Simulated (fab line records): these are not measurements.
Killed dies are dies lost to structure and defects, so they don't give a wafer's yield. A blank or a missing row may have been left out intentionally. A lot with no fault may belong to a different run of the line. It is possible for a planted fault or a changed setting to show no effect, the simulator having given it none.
Struck lot and sound lot, side by side ; flow sky130 ; 15 out of 708 route steps
Sound: wafers L171.2, L171.4, L171.6. Wafers L175.1, L175.2, L175.6 were the ones struck. The cause is named last.
Per side, at each step with rows, come the tool, then ch with its chambers, and then its first start. Under that, the readings that differ: sound wafers ; struck wafers ; difference of the means ; sigmas: that difference in standard deviations of wafers without a fault.
alike: readings whose means differ by less than 2 such deviations, and words and numbers that are the same on both sides. not compared: withheld readings, readings that some wafer has no value for, bounds like >300 that may hide the same value, and numbers for which the record gives no deviation and whose values overlap.
The two part at a step that has a row with sigmas, a row that says differs or no value, or rows on one side only. Numbers that don't overlap but have no deviation are shown without sigmas and don't part them. Lack of a reading on every wafer of one side parts them only where that side has two or more wafers.

SKY_METAL1_SPUTTER_02: material AlCu, target thk 250 nm, time 13.3 s.
  sound on pvd_sputter-03, day 34 10:04; struck on pvd_sputter-04, day 35 21:36
  alike: throttle_valve_pct
SKY_METAL1_SPUTTER_03: material Ti, target thk 5 nm, time 3.3 s.
  sound on pvd_sputter-03, day 34 10:06; struck on pvd_sputter-04, day 35 21:37
  alike: throttle_valve_pct
SKY_METAL1_SPUTTER_04: material TiN, target thk 70 nm, time 58.3 s.
  sound on pvd_sputter-03, day 34 10:07; struck on pvd_sputter-04, day 35 21:38
  alike: throttle_valve_pct
SKY_METAL1_RS_MEAS_05: measures by four-point-probe.
  sound on film_metro-03, day 34 10:11; struck on film_metro-01, day 35 21:41
  alike: METAL1_ALCU_RS
SKY_METAL1_THK_MEAS_06: measures by xrf.
  sound on film_metro-03, day 34 10:17; struck on film_metro-01, day 35 21:49
  alike: METAL1_ALCU_THK
then, 7 steps without rows for these wafers: SKY_METAL1_DEHYDRATE_07 (time 60 s); SKY_METAL1_HMDS_08 (prime time 60 s); SKY_METAL1_COAT_09 (resist thk 60 nm); SKY_METAL1_COAT_10 (resist thk 450 nm); SKY_METAL1_SOFTBAKE_11 (time 90 s); SKY_METAL1_EXPOSE_12 (exposes mask MM1, target cd 140 nm); SKY_METAL1_PEB_13.
SKY_METAL1_DEVELOP_14: develop time 60 s.
  sound on litho_track-03 ch 0, day 35 12:00; struck on litho_track-03 ch 0, day 36 23:00
reading;sound;struck;difference;sigmas
developer_temp_C (C);21.10 20.97 21.00;20.24 20.27 20.10;-0.82;-8
SKY_METAL1_CD_MEAS_15: the cd target is 140 nm.
  sound on cd_sem-01, day 35 12:36; struck on cd_sem-02, day 36 23:35
  alike: cd_nm
-- the record jumps here: 12 days lie between the struck wafers' starts before and after (it left off in module METAL1 and takes up again in module PAD_OPEN, whose first step shown is number 708 of the route) --
SKY_PAD_OPEN_PROBE_99:
  sound on prober-01, day 47 23:04; struck on prober-01, day 49 00:10
  alike: defect_limited_yield, killed_at_M0_to_M3, killed_at_M4_up, killed_at_contacts, killed_at_front_end, killed_at_other, killed_dies, killed_open, killed_short, sort_bin_3_pad_short, sort_bin_5_function, sort_bin_6_memory, sort_n_pass, sort_yield_pct

== WHERE THEY PART ==
Only at SKY_METAL1_DEVELOP_14, as far as this record shows. Later steps at which nothing parts them and some readings are alike: SKY_METAL1_CD_MEAS_15, SKY_PAD_OPEN_PROBE_99.

WHY: the cause the simulator had injected
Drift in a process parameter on litho_track-03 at SKY_METAL1_DEVELOP_14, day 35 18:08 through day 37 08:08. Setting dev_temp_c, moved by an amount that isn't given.
